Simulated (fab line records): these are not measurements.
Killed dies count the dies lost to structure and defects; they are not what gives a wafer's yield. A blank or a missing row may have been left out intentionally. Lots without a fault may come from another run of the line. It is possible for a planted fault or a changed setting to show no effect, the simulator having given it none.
The tool behind it: which one? -- flow gf180mcu -- Sampling: 12 lots, 36 wafers, 5 of 602 route steps

## WHAT THE GAUGES SHOWED, per wafer
Not one reading of a measure or inspect step in the record can be checked against a usual standard deviation.

## EACH LOT AND THE TOOL THAT RAN IT (in order: tool; ch and the chambers of the sampled wafers; start)
lot,GF_V4_CVD_02,GF_V5_CMP_04,GF_V5_ETCH_17,GF_V5_SPUTTER_22,GF_PASSIVATION_CVD_00
L966,"pecvd-02 ch 1,2, day 23 11:22","cmp-02 ch 0,1,2, day 26 07:26","rieDiel-03 ch 2,3, day 27 04:49 or earlier","pvdSputter-01, day 27 04:49","pecvd-04 ch 0,1,2, day 28 02:13"
L967,"pecvd-04 ch 0,1,2, day 23 20:08","cmp-01 ch 2,3, day 26 16:56","rieDiel-03 ch 0,2,3, day 27 13:16 or earlier","pvdSputter-01, day 27 13:16","pecvd-04 ch 1,2, day 28 10:41"
L974,"pecvd-04 ch 0,1,2, day 26 17:36","cmp-01 ch 0,1,3, day 29 08:30","rieDiel-04 ch 1,2,3, day 30 04:19 or earlier","pvdSputter-03, day 30 04:19","pecvd-03 ch 0,1,2, day 30 23:47"
L973,"pecvd-03 ch 0,1, day 26 17:50","cmp-01 ch 0,1,3, day 29 09:25","rieDiel-01 ch 0,1,2, day 30 04:47 or earlier","pvdSputter-01, day 30 04:47","pecvd-01 ch 0,1, day 31 01:21"
L979,"pecvd-04 ch 0,1,2, day 28 07:58","cmp-02 ch 1,2,3, day 30 20:55","rieDiel-03 ch 0,1, day 31 16:42 or earlier","pvdSputter-03, day 31 16:42","pecvd-03 ch 0,2, day 32 11:23"
L980,"pecvd-03 ch 0,1,2, day 28 14:21","cmp-02 ch 0,1,2, day 31 03:28","rieDiel-03 ch 1,2,3, day 31 22:49 or earlier","pvdSputter-03, day 31 22:49","pecvd-04 ch 0,1,2, day 32 17:38"
L981,"pecvd-04 ch 1,2, day 28 14:42","cmp-02 ch 0,2,3, day 31 02:55","rieDiel-03 ch 1,2,3, day 31 21:25 or earlier","pvdSputter-03, day 31 21:25","pecvd-01 ch 0,1,2, day 32 15:51"
L985,"pecvd-02 ch 0,2, day 29 16:52","cmp-01 ch 0,1, day 32 01:56","rieDiel-04 ch 0,1,3, day 32 20:10 or earlier","pvdSputter-04, day 32 20:10","pecvd-01 ch 1,2, day 33 14:25"
L986,"pecvd-02 ch 1,2, day 29 21:51","cmp-01 ch 0,3, day 32 07:58","rieDiel-04 ch 0,1, day 33 02:14 or earlier","pvdSputter-01, day 33 02:14","pecvd-03 ch 0,1, day 33 20:02"
L987,"pecvd-02 ch 0,1, day 30 04:55","cmp-01 ch 0,1, day 32 13:38","rieDiel-04 ch 0,1,3, day 33 07:17 or earlier","pvdSputter-04, day 33 07:17","pecvd-01 ch 1,2, day 34 01:08"
L988,"pecvd-02 ch 0,1,2, day 30 13:44","cmp-01 ch 1,2, day 32 22:24","rieDiel-03 ch 0,1,2, day 33 16:03 or earlier","pvdSputter-01, day 33 16:03","pecvd-01 ch 0,1, day 34 09:06"
L989,"pecvd-04 ch 1,2, day 30 14:57","cmp-01 ch 1,2, day 32 23:14","rieDiel-04 ch 1,2,3, day 33 17:01 or earlier","pvdSputter-01, day 33 17:01","pecvd-01 ch 0,2, day 34 09:38"
- GF_V4_CVD_02: deposits SiO2 from TEOS, target thk 850 nm, time 94.851 s.
- GF_V5_CMP_04: polishes SiO2.
- GF_V5_ETCH_17: etches SiO2 in C4F8/O2/Ar, stops on TiN, target depth 855 nm.
- GF_V5_SPUTTER_22: material TiN, target thk 10 nm, time 40 s.
- GF_PASSIVATION_CVD_00: deposits SiO2 from TEOS, target thk 1000 nm, time 111.95 s.

## WHAT THE TOOLS THEMSELVES READ (means of the sampled wafers that have a number; where no wafer has one, the mark that the record gives instead)
GF_V4_CVD_02. Usual: 679 W for heaterPowerW, sd 84.
lot,tool,heaterPowerW (W),flag
L966,pecvd-02,783,
L967,pecvd-04,714,
L974,pecvd-04,664,
L973,pecvd-03,670,
L979,pecvd-04,703,
L980,pecvd-03,648,
L981,pecvd-04,628,
L985,pecvd-02,594,
L986,pecvd-02,746,
L987,pecvd-02,711,
L988,pecvd-02,701,
L989,pecvd-04,595,

GF_V5_CMP_04. Usual: motorCurrentA 12.1 A, standard deviation 1; retainingRingPressureFrac 1.000, standard deviation 0.0048.
lot,tool,motorCurrentA (A),retainingRingPressureFrac,flag
L966,cmp-02,12.1,0.998,
L967,cmp-01,12.4,1.001,
L974,cmp-01,11.6,0.997,
L973,cmp-01,11.9,0.998,
L979,cmp-02,12.5,0.999,
L980,cmp-02,12.4,0.997,
L981,cmp-02,13.0,1.003,
L985,cmp-01,11.8,1.004,
L986,cmp-01,12.6,1.000,
L987,cmp-01,11.0,0.996,
L988,cmp-01,11.8,0.998,
L989,cmp-01,11.6,0.997,

GF_V5_ETCH_17. Usual: biasW 1200 W, standard deviation 3.9; chamberPressureMTorr 40.00 mTorr, standard deviation 0.038; oesProductAu 0.859 a.u., standard deviation 0.0041.
lot,tool,biasW (W),chamberPressureMTorr (mTorr),oesProductAu (a.u.),flag
L966,rieDiel-03,1199,40.04,0.858,
L967,rieDiel-03,1200,40.04,0.858,
L974,rieDiel-04,1199,39.98,0.839,OFF
L973,rieDiel-01,1199,40.01,0.843,OFF
L979,rieDiel-03,1200,39.96,0.858,
L980,rieDiel-03,1203,40.00,0.862,
L981,rieDiel-03,1202,40.02,0.863,
L985,rieDiel-04,1202,39.98,0.856,
L986,rieDiel-04,1198,39.99,0.856,
L987,rieDiel-04,1200,40.02,0.857,
L988,rieDiel-03,1197,40.01,0.860,
L989,rieDiel-04,1198,40.02,0.858,

GF_V5_SPUTTER_22. Usual: 29.7 % for throttleValvePct, sd 0.76.
lot,tool,throttleValvePct (%),flag
L966,pvdSputter-01,29.7,
L967,pvdSputter-01,29.6,
L974,pvdSputter-03,30.5,
L973,pvdSputter-01,29.1,
L979,pvdSputter-03,29.9,
L980,pvdSputter-03,29.7,
L981,pvdSputter-03,30.0,
L985,pvdSputter-04,29.6,
L986,pvdSputter-01,29.1,
L987,pvdSputter-04,29.3,
L988,pvdSputter-01,29.6,
L989,pvdSputter-01,29.7,

GF_PASSIVATION_CVD_00. Usual: 640 W for heaterPowerW, sd 80.
lot,tool,heaterPowerW (W),flag
L966,pecvd-04,689,
L967,pecvd-04,701,
L974,pecvd-03,708,
L973,pecvd-01,649,
L979,pecvd-03,634,
L980,pecvd-04,698,
L981,pecvd-01,585,
L985,pecvd-01,515,
L986,pecvd-03,638,
L987,pecvd-01,535,
L988,pecvd-01,592,
L989,pecvd-01,648,

## THE ANSWER, worked out from the rows above alone
Rule: a lot counts as off when the mean over its wafers that have a number is more than 3 standard deviations away from the usual mean. A lot without any number at a reading at which 4 lots or more have one is off too. All remaining lots with rows at the step are treated as sound. The gauges are gone through in route order, then the tools' own readings, and for those a lot's mean is taken as printed above. At the first step where some lot is off, the reading lying furthest off is the one used; lots without a number count as furthest.
Off: L974, L973 (GF_V5_ETCH_17, oesProductAu).
If a tool, at that step or one of the process steps before it, ran each lot that is off and ran no sound lot following the first of them, it fits. With no start given for some of its lots, GF_V5_ETCH_17 uses the hours and lot order of GF_V5_SPUTTER_22. Of those tried, none fits.

## WHAT WAS PUT IN BY THE SIMULATOR
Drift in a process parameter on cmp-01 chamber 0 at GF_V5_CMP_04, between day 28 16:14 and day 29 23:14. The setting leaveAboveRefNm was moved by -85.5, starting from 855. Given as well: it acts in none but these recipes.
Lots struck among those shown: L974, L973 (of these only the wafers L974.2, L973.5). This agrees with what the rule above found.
